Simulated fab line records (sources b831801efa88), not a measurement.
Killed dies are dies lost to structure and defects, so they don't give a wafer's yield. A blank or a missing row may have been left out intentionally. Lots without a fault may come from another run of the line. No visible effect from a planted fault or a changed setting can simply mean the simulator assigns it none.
fab line records -- flow sfq-line
record lots=6, wafers=18, last-day=86
route steps=325 shown I6@270 M7@281
lots with no fault: from the same line, run without faults
start-h: hours from the record's opening day to when the first of the lot's shown wafers began -- wait-h: how many hours have passed since the lot's step before this one -- " as in the row above -- L1.1+2: a row that stands for several wafers -- - no value, or no start given -- * or withheld: withheld -- < > ~ a bound
route shown NAME@n: NAME is a module with steps in the file, n the number in the route of the first one -- usual: mean/standard deviation of fault-free wafers -- same: alike in all rows -- chamber/n: place in a boat -- sites: each site's reading -- _std_site: the values' standard deviation -- _edge_site: outer sites' mean less inner sites' -- radius-mm: how far each site lies from the wafer's centre -- mask NAME#n: copy n -- behind: the last tool/chamber to shape the wafer -- hold: why the lot was held/for how many hours/how that ended -- device: names the non-switching transistor (n, p or np) -- end of line: the route-end tests of the same wafers -- for a step that has no rows: nothing shown but its recipe -- killed: count of dies lost to structure and defects at first sort (not the wafer's yield) -- map: shows each die of a wafer: x if killed, . if not, _ if none is there
set.NAME: the setting as run; set.NAME@STEP: as run at that earlier step -- model.NAME: the simulator's own value behind a step, which no gauge read
lots seen at some steps along the route; tables by step, rows by wafer
services: a tool's chamber out of use, with start hour (start-h, from the record's first day; less than 0 if before it), hours out, and reason
## steps
# step SFQ_TRILAYER_I6_VIA_LITHO_COAT_174
# recipe resist=BARC, spin-rpm=3000, resist-thk-nm=62
# step SFQ_TRILAYER_I6_VIA_LITHO_COAT_169
# recipe resist=KrF, spin-rpm=3000, resist-thk-nm=650
# step SFQ_TRILAYER_I6_VIA_LITHO_SOFTBAKE_173
# recipe temp-c=withheld, time-s=withheld, resist=KrF
# step SFQ_TRILAYER_I6_VIA_LITHO_EXPOSE_170
# recipe mask-id=I6, na=0.6, source-shape=conventional, sigma-outer=0.65, target-cd-nm=700, dose-mj=21.3
# step SFQ_TRILAYER_I6_VIA_LITHO_PEB_172
# recipe peb-temp-c=115, peb-time-s=60, resist=KrF
# step SFQ_TRILAYER_I6_VIA_LITHO_DEVELOP_171
# recipe time-s=60, resist=KrF
# step SFQ_I6_OVL_MEAS_942
# usual I6_OVL=2/5
lot.wafer,tool,chamber,start-h,wait-h,I6_OVL[nm]
L841.3,overlay-02,-,1871.16,0.1,-2
L841.5,overlay-02,-,1871.16,0.1,-1
L841.6,overlay-02,-,1871.16,0.1,2
L843.1,overlay-01,-,1878.47,0.1,7
L843.2,overlay-01,-,1878.47,0.1,6
L843.6,overlay-01,-,1878.47,0.1,-1
L847.2,overlay-02,-,1895.18,0.1,1
L847.5,overlay-02,-,1895.18,0.1,-8
L847.6,overlay-02,-,1895.18,0.1,-6
L849.1,overlay-02,-,1904.84,0.1,0
L849.3,overlay-02,-,1904.84,0.1,0
L849.4,overlay-02,-,1904.84,0.1,1
L854.1,overlay-02,-,1934.88,0.1,-3
L854.4,overlay-02,-,1934.88,0.1,1
L854.5,overlay-02,-,1934.88,0.1,3
L860.1,overlay-01,-,1951.81,0.1,9
L860.3,overlay-01,-,1951.81,0.1,4
L860.5,overlay-01,-,1951.81,0.1,6
# step SFQ_TRILAYER_I6_VIA_BARC_OPEN_VIA_ETCH_235
# recipe mask-material=PR, chemistry=O2, target-depth-nm=125, target=BARC, source-w=500, bias-w=80, pressure-mtorr=30, time-s=41.7
# usual bias-w=79.99/0.24, drypump-motor-current-A=5.7/0.61, oes-product-au=0.685/0.0051
lot.wafer,tool,chamber,start-h,wait-h,bias-w,drypump-motor-current-A,oes-product-au,rf-hours-counter-h
L841.3,rie-diel-03,0,1871.18,0.0,79.95,6.1,0.685,9
L841.5,rie-diel-03,3,1871.18,0.0,79.69,5.9,0.682,-
L841.6,rie-diel-03,0,1871.18,0.0,80.21,6.2,0.691,-
L843.1,rie-diel-04,3,1878.51,0.0,80.00,6.0,0.677,1
L843.2,rie-diel-04,1,1878.51,0.0,80.05,4.9,0.692,15
L843.6,rie-diel-04,2,1878.51,0.0,79.68,5.2,0.685,-
L847.2,rie-diel-04,2,1895.21,0.0,79.80,5.2,0.685,5
L847.5,rie-diel-04,3,1895.21,0.0,80.14,6.1,0.689,-
L847.6,rie-diel-04,0,1895.21,0.0,79.98,5.1,0.686,-
L849.1,rie-diel-04,1,1904.87,0.0,79.67,4.9,0.682,15
L849.3,rie-diel-04,2,1904.87,0.0,80.18,5.2,0.680,5
L849.4,rie-diel-04,0,1904.87,0.0,79.85,5.1,0.680,17
L854.1,rie-diel-03,0,1934.92,0.0,79.56,6.2,0.689,10
L854.4,rie-diel-03,1,1934.92,0.0,79.88,6.8,0.691,1
L854.5,rie-diel-03,0,1934.92,0.0,79.90,6.1,0.682,-
L860.1,rie-diel-03,1,1951.85,0.0,79.92,6.8,0.688,1
L860.3,rie-diel-03,2,1951.85,0.0,80.06,6.4,0.693,18
L860.5,rie-diel-03,1,1951.85,0.0,79.76,6.8,0.685,-
# step SFQ_TRILAYER_I6_VIA_ETCH_VIA_ETCH_172
# recipe target=SiO2, stop-on=Nb, mask-material=PR, taper-deg=20, chemistry=CHF3, target-depth-nm=260, source-w=500, bias-w=80, pressure-mtorr=30, time-s=withheld
# usual bias-w=80.01/0.23, drypump-motor-current-A=5.7/0.61, oes-product-au=0.855/0.0051
lot.wafer,tool,chamber,start-h,wait-h,bias-w,drypump-motor-current-A,oes-product-au
L841.3,rie-diel-03,0,1871.22,0.0,80.05,6.2,0.855
L841.5,rie-diel-03,3,1871.22,0.0,80.30,5.8,0.844
L841.6,rie-diel-03,0,1871.22,0.0,80.03,6.2,0.849
L843.1,rie-diel-04,3,1878.55,0.0,80.59,6.0,0.857
L843.2,rie-diel-04,1,1878.55,0.0,79.46,4.9,0.847
L843.6,rie-diel-04,2,1878.55,0.0,80.32,5.2,0.853
L847.2,rie-diel-04,2,1895.25,0.0,80.01,5.1,0.860
L847.5,rie-diel-04,3,1895.25,0.0,80.22,6.1,0.855
L847.6,rie-diel-04,0,1895.25,0.0,79.80,5.1,0.859
L849.1,rie-diel-04,1,1904.91,0.0,79.85,4.8,0.857
L849.3,rie-diel-04,2,1904.91,0.0,80.01,5.2,0.854
L849.4,rie-diel-04,0,1904.91,0.0,79.90,5.1,0.861
L854.1,rie-diel-03,0,1934.96,0.0,80.37,6.2,0.848
L854.4,rie-diel-03,1,1934.96,0.0,80.31,6.8,0.843
L854.5,rie-diel-03,0,1934.96,0.0,80.09,6.2,0.856
L860.1,rie-diel-03,1,1951.89,0.0,79.55,6.8,0.847
L860.3,rie-diel-03,2,1951.89,0.0,80.21,6.4,0.852
L860.5,rie-diel-03,1,1951.89,0.0,79.63,6.8,0.853
# step SFQ_TRILAYER_I6_VIA_STRIP_STRIP_173
# recipe gas=O2, power-w=200, platen-temp-c=40, overash-fraction=0.65, chemistry=O2, pressure-mtorr=50
# usual drypump-motor-current-A=5.6/0.46, oes-product-au=1.003/0.0088
lot.wafer,tool,chamber,start-h,wait-h,drypump-motor-current-A,oes-product-au,rf-hours-counter-h
L841.3,rie-metal-02,0,1871.53,-,5.6,1.009,-
L841.5,rie-metal-02,1,1871.53,-,5.8,1.022,-
L841.6,rie-metal-02,0,1871.53,-,5.6,1.005,-
L843.1,rie-metal-02,1,1878.66,-,5.8,1.011,16
L843.2,rie-metal-02,0,1878.66,-,5.6,1.000,92
L843.6,rie-metal-02,0,1878.66,-,5.6,0.993,-
L847.2,rie-metal-03,0,1895.37,-,6.1,0.992,57
L847.5,rie-metal-03,1,1895.37,-,4.8,1.000,-
L847.6,rie-metal-03,0,1895.37,-,6.1,0.994,-
L849.1,rie-metal-01,1,1905.03,-,6.0,1.003,111
L849.3,rie-metal-01,1,1905.03,-,6.0,1.010,-
L849.4,rie-metal-01,0,1905.03,-,5.2,0.991,-
L854.1,rie-metal-02,1,1935.07,-,5.7,1.009,23
L854.4,rie-metal-02,0,1935.07,-,5.6,1.012,-
L854.5,rie-metal-02,1,1935.07,-,5.8,1.008,-
L860.1,rie-metal-03,0,1952.00,-,6.1,1.006,65
L860.3,rie-metal-03,1,1952.00,-,4.8,0.990,-
L860.5,rie-metal-03,0,1952.00,-,6.1,1.005,-
# step SFQ_TRILAYER_I6_VIA_STRIP_SOLV_CLEAN_174
# recipe chemistry=NMP, temp-c=70, time-s=600
# step SFQ_TRILAYER_M7_DEP_PRE_CLEAN_176
# recipe gas=Ar, time-s=22.5, bias-v=250
# step SFQ_TRILAYER_M7_DEP_SPUTTER_175
# recipe material=Nb, base-pressure-pa=1.33e-06, chamber-pressure-pa=0.1333, substrate-temp-c=20, target-thk-nm=200, power-w=2000, time-s=133.3
# usual throttle-valve-pct=30.1/0.94
lot.wafer,tool,chamber,start-h,wait-h,throttle-valve-pct
L841.3,pvd-sputter-03,-,1872.14,0.0,31.3
L841.5,pvd-sputter-03,-,1872.14,0.0,30.3
L841.6,pvd-sputter-03,-,1872.14,0.0,30.3
L843.1,pvd-sputter-06,-,1879.46,0.0,30.2
L843.2,pvd-sputter-06,-,1879.46,0.0,31.6
L843.6,pvd-sputter-06,-,1879.46,0.0,30.1
L847.2,pvd-sputter-03,-,1896.19,0.0,30.1
L847.5,pvd-sputter-03,-,1896.19,0.0,30.5
L847.6,pvd-sputter-03,-,1896.19,0.0,30.4
L849.1,pvd-sputter-03,-,1905.83,0.0,30.5
L849.3,pvd-sputter-03,-,1905.83,0.0,30.5
L849.4,pvd-sputter-03,-,1905.83,0.0,30.9
L854.1,pvd-sputter-06,-,1935.91,0.0,28.0
L854.4,pvd-sputter-06,-,1935.91,0.0,30.0
L854.5,pvd-sputter-06,-,1935.91,0.0,31.5
L860.1,pvd-sputter-06,-,1952.80,0.0,30.0
L860.3,pvd-sputter-06,-,1952.80,0.0,31.5
L860.5,pvd-sputter-06,-,1952.80,0.0,29.7
# step SFQ_M7_RS_MEAS_943
# recipe thk-meas-gauge=four-point-probe, reads=Nb_of_TRILAYER_M7_DEP_SPUTTER_175
# usual M7_NB_RS=0.884/0.0098
lot.wafer,tool,chamber,start-h,wait-h,M7_NB_RS[ohm/sq]
L841.3,film-metro-01,-,1872.27,0.1,0.880
L841.5,film-metro-01,-,1872.27,0.1,0.881
L841.6,film-metro-01,-,1872.27,0.1,0.887
L843.1,film-metro-02,-,1879.55,0.0,0.890
L843.2,film-metro-02,-,1879.55,0.0,0.900
L843.6,film-metro-02,-,1879.55,0.0,0.890
L847.2,film-metro-01,-,1896.30,0.1,0.890
L847.5,film-metro-01,-,1896.30,0.1,0.886
L847.6,film-metro-01,-,1896.30,0.1,1.138
L849.1,film-metro-02,-,1905.92,0.0,1.142
L849.3,film-metro-02,-,1905.92,0.0,0.887
L849.4,film-metro-02,-,1905.92,0.0,0.888
L854.1,film-metro-02,-,1936.00,0.0,0.891
L854.4,film-metro-02,-,1936.00,0.0,0.882
L854.5,film-metro-02,-,1936.00,0.0,0.893
L860.1,film-metro-01,-,1952.89,0.0,0.885
L860.3,film-metro-01,-,1952.89,0.0,0.885
L860.5,film-metro-01,-,1952.89,0.0,0.892
# step SFQ_TRILAYER_M7_LITHO_COAT_182
# recipe resist=BARC, spin-rpm=3000, resist-thk-nm=62
# step SFQ_TRILAYER_M7_LITHO_COAT_177
# recipe resist=KrF, spin-rpm=3000, resist-thk-nm=600
# step SFQ_TRILAYER_M7_LITHO_SOFTBAKE_181
# recipe temp-c=withheld, time-s=withheld, resist=KrF
# step SFQ_TRILAYER_M7_LITHO_EXPOSE_178
# recipe mask-id=M7, na=0.6, source-shape=conventional, sigma-outer=0.65, target-cd-nm=500, dose-mj=14.4
# step SFQ_TRILAYER_M7_LITHO_PEB_180
# recipe peb-temp-c=115, peb-time-s=60, resist=KrF
# step SFQ_TRILAYER_M7_LITHO_DEVELOP_179
# recipe time-s=60, resist=KrF
# step SFQ_M7_OVL_MEAS_945
# usual M7_OVL=-2/5.1
lot.wafer,tool,chamber,start-h,wait-h,M7_OVL[nm]
L841.3,overlay-02,-,1967.42,0.1,-11
L841.5,overlay-02,-,1967.42,0.1,-10
L841.6,overlay-02,-,1967.42,0.1,-10
L843.1,overlay-02,-,1977.01,0.1,4
L843.2,overlay-02,-,1977.01,0.1,10
L843.6,overlay-02,-,1977.01,0.1,1
L847.2,overlay-01,-,1993.42,0.1,-3
L847.5,overlay-01,-,1993.42,0.1,-2
L847.6,overlay-01,-,1993.42,0.1,-6
L849.1,overlay-01,-,2004.01,0.1,-4
L849.3,overlay-01,-,2004.01,0.1,-1
L849.4,overlay-01,-,2004.01,0.1,0
L854.1,overlay-02,-,2033.73,0.1,-1
L854.4,overlay-02,-,2033.73,0.1,5
L854.5,overlay-02,-,2033.73,0.1,-1
L860.1,overlay-02,-,2046.76,0.1,-5
L860.3,overlay-02,-,2046.76,0.1,-7
L860.5,overlay-02,-,2046.76,0.1,-6
# step SFQ_TRILAYER_M7_BARC_OPEN_METAL_ETCH_229
# recipe mask-material=PR, chemistry=O2, target-depth-nm=125, target=BARC, icp-w=600, bias-w=80, pressure-mtorr=10, time-s=41.7
# usual bias-w=80.04/0.22, drypump-motor-current-A=5.65/0.14, oes-product-au=0.685/0.0047
lot.wafer,tool,chamber,start-h,wait-h,bias-w,drypump-motor-current-A,oes-product-au,rf-hours-counter-h
L841.3,rie-metal-01,1,1967.47,0.0,79.99,5.95,0.691,-
L841.5,rie-metal-01,1,1967.47,0.0,79.49,5.93,0.685,-
L841.6,rie-metal-01,0,1967.47,0.0,79.63,5.19,0.683,-
L843.1,rie-metal-02,0,1977.05,0.0,80.15,5.58,0.686,108
L843.2,rie-metal-02,1,1977.05,0.0,80.18,5.80,0.691,31
L843.6,rie-metal-02,0,1977.05,0.0,79.76,5.57,0.686,-
L847.2,rie-metal-02,1,1993.45,0.0,80.09,5.77,0.693,34
L847.5,rie-metal-02,0,1993.45,0.0,80.01,5.57,0.686,-
L847.6,rie-metal-02,1,1993.45,0.0,80.00,5.79,0.679,-
L849.1,rie-metal-04,0,2004.05,0.0,80.30,5.56,0.687,112
L849.3,rie-metal-04,0,2004.05,0.0,80.39,5.59,0.688,-
L849.4,rie-metal-04,1,2004.05,0.0,79.84,5.68,0.685,-
L854.1,rie-metal-04,0,2033.77,0.0,80.25,5.57,0.694,117
L854.4,rie-metal-04,1,2033.77,0.0,79.87,5.66,0.684,-
L854.5,rie-metal-04,0,2033.77,0.0,79.89,5.63,0.676,-
L860.1,rie-metal-02,1,2046.80,0.0,79.81,5.80,0.683,44
L860.3,rie-metal-02,0,2046.80,0.0,80.43,5.58,0.682,-
L860.5,rie-metal-02,0,2046.80,0.0,79.93,5.59,0.677,-
# step SFQ_TRILAYER_M7_ETCH_METAL_ETCH_180
# recipe target=Nb, stop-on=SiO2, mask-material=PR, chemistry=Cl2/Ar, target-depth-nm=240, icp-w=600, bias-w=80, pressure-mtorr=10, time-s=120
# usual bias-w=79.92/0.23, drypump-motor-current-A=5.66/0.14, oes-product-au=0.898/0.0078
lot.wafer,tool,chamber,start-h,wait-h,bias-w,drypump-motor-current-A,oes-product-au,rf-hours-counter-h
L841.3,rie-metal-01,1,1967.55,0.1,79.81,5.96,0.893,-
L841.5,rie-metal-01,1,1967.55,0.1,79.76,5.98,0.900,-
L841.6,rie-metal-01,0,1967.55,0.1,80.35,5.22,0.900,-
L843.1,rie-metal-02,0,1977.11,0.0,79.88,5.59,0.892,108
L843.2,rie-metal-02,1,1977.11,0.0,79.84,5.73,0.890,31
L843.6,rie-metal-02,0,1977.11,0.0,79.91,5.59,0.897,-
L847.2,rie-metal-02,1,1993.51,0.0,79.72,5.76,0.896,34
L847.5,rie-metal-02,0,1993.51,0.0,79.72,5.59,0.895,-
L847.6,rie-metal-02,1,1993.51,0.0,79.74,5.80,0.816,-
L849.1,rie-metal-04,0,2004.11,0.0,79.78,5.62,0.797,113
L849.3,rie-metal-04,0,2004.11,0.0,79.80,5.59,0.897,-
L849.4,rie-metal-04,1,2004.11,0.0,79.89,5.64,0.886,-
L854.1,rie-metal-04,0,2033.83,0.0,79.83,5.59,0.887,117
L854.4,rie-metal-04,1,2033.83,0.0,80.03,5.66,0.907,-
L854.5,rie-metal-04,0,2033.83,0.0,79.74,5.57,0.889,-
L860.1,rie-metal-02,1,2046.86,0.0,80.04,5.80,0.898,44
L860.3,rie-metal-02,0,2046.86,0.0,80.23,5.58,0.904,-
L860.5,rie-metal-02,0,2046.86,0.0,79.75,5.59,0.889,-
# step SFQ_TRILAYER_M7_STRIP_STRIP_181
# recipe gas=O2, power-w=200, platen-temp-c=40, overash-fraction=0.65, chemistry=O2, pressure-mtorr=50
# usual drypump-motor-current-A=5.65/0.14, oes-product-au=1.005/0.0094
lot.wafer,tool,chamber,start-h,wait-h,drypump-motor-current-A,oes-product-au,rf-hours-counter-h
L841.3,rie-metal-01,1,1967.83,0.2,5.99,1.003,-
L841.5,rie-metal-01,1,1967.83,0.2,5.99,1.005,-
L841.6,rie-metal-01,0,1967.83,0.2,5.18,1.001,-
L843.1,rie-metal-02,0,1977.23,0.1,5.58,1.009,108
L843.2,rie-metal-02,1,1977.23,0.1,5.73,1.009,31
L843.6,rie-metal-02,0,1977.23,0.1,5.58,1.006,-
L847.2,rie-metal-02,1,1993.63,0.1,5.79,1.020,34
L847.5,rie-metal-02,0,1993.63,0.1,5.59,1.016,-
L847.6,rie-metal-02,1,1993.63,0.1,5.79,1.014,-
L849.1,rie-metal-04,0,2004.23,0.1,5.57,0.989,113
L849.3,rie-metal-04,0,2004.23,0.1,5.58,0.982,-
L849.4,rie-metal-04,1,2004.23,0.1,5.66,0.997,-
L854.1,rie-metal-04,0,2033.95,0.1,5.57,0.993,117
L854.4,rie-metal-04,1,2033.95,0.1,5.65,1.006,-
L854.5,rie-metal-04,0,2033.95,0.1,5.59,0.986,-
L860.1,rie-metal-02,1,2046.98,0.1,5.77,1.014,44
L860.3,rie-metal-02,0,2046.98,0.1,5.57,1.014,-
L860.5,rie-metal-02,0,2046.98,0.1,5.58,1.010,-
## services
tool,chamber,start-h,hours,kind
rie-diel-03,2,1849.99,4.0,repair
rie-diel-03,1,1854.46,-,clean
rie-diel-03,1,1854.46,20.6,scheduled-down
rie-diel-03,1,1854.46,20.6,vent-cycle
pvd-sputter-06,-,1857.44,4.0,repair
rie-diel-03,2,1884.65,10.0,repair
pvd-sputter-06,-,1886.65,2.0,repair
rie-metal-03,-,1892.23,2.8,pm
pvd-sputter-03,-,1892.70,2.9,repair
rie-diel-04,3,1912.22,30.6,repair
pvd-sputter-03,1,1959.50,-,consumable-replace:kit
pvd-sputter-03,1,1959.50,18.0,scheduled-down
pvd-sputter-03,1,1959.50,18.0,vent-cycle
rie-metal-03,1,1972.25,12.9,repair
rie-diel-03,3,1990.40,-,clean
rie-diel-03,3,1990.40,23.6,scheduled-down
rie-diel-03,3,1990.40,23.6,vent-cycle
rie-diel-03,-,2003.50,5.5,repair
rie-metal-01,1,2020.88,-,clean
rie-metal-01,1,2020.88,18.0,scheduled-down
rie-metal-01,1,2020.88,18.0,vent-cycle
rie-diel-04,0,2022.59,-,clean
rie-diel-04,0,2022.59,30.3,scheduled-down
rie-diel-04,0,2022.59,30.3,vent-cycle
## key
first-sign step=SFQ_M7_RS_MEAS_943, reading=M7_NB_RS, direction=up, sigmas=26, usual=0.884, struck=1.140
effect step=SFQ_TRILAYER_M7_ETCH_METAL_ETCH_180, reading=oes-product-au, direction=down, sigmas=12, usual=0.898, struck=0.806
met-at SFQ_TRILAYER_M7_DEP_SPUTTER_175
struck-wafers L847.6,L849.1
onset-between 1872.14 1896.19
fault kind=site-profile-drift, tool=pvd-sputter-03, chamber=-, onset-h=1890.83, steps=SFQ_TRILAYER_M7_DEP_SPUTTER_175, basis=fraction, max-abs-drift=0.35844, slope-share-per-hr=79.654, site-pattern=0,0,0,0,0,-1,-1,-1,-1, scope=struck-wafers-only
